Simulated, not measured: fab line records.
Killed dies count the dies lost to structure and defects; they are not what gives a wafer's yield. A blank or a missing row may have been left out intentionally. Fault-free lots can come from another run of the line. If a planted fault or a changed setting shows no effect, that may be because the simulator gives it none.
Chamber matching -- flow sky130 -- 4 sister chambers for SKY_CONTACT_CMP_27 on cmp-02
The step polishes, stops on SiO2, t overpolish 15 s, target thk 0 nm. 4 wafers are shown with their chamber, then 8 later ones without.

WAFERS PAIRED WITH THEIR CHAMBERS
wafer,chamber,time_to_endpoint_s (s)
L532.5,1,87
L533.5,2,81
L535.6,0,80
L536.2,3,82

WAFERS WHOSE CHAMBER IS MISSING
wafer,time_to_endpoint_s (s)
L536.3,81
L536.5,78
L538.3,88
L538.5,87
L538.6,84
L541.1,76
L541.3,73
L541.5,77

WHICH CHAMBER EACH WENT THROUGH
wafer,from the rows above,in truth
L536.3,can't be placed: 2 or 0 or 3 or 1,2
L536.5,can't be placed: 0 or 2 or 3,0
L538.3,can't be placed: 1 or 3 or 2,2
L538.5,can't be placed: 1 or 3 or 2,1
L538.6,can't be placed: 3 or 1 or 2 or 0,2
L541.1,can't be placed: 0 or 2 or 3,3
L541.3,can't be placed: 0 or 2 or 3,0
L541.5,can't be placed: 0 or 2 or 3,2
Placed correctly: 0 of 8. These rows do not allow placing 8 (true chamber among the candidates in 8). Wrongly placed: 0.
How it was worked out, from the rows above alone: a wafer's distance from a chamber is the root of the sum, over the readings, of the square of ((its reading less the chamber's mean) divided by the reading's scatter). The wafer belongs to the nearest chamber; if the next one is less than 2 further off, it can't be placed. The mean given for a chamber averages the wafers shown for that chamber. The scatter (one wafer shown for each chamber): square how far every hidden wafer sits from the nearest shown wafer, average those squares and take the square root.
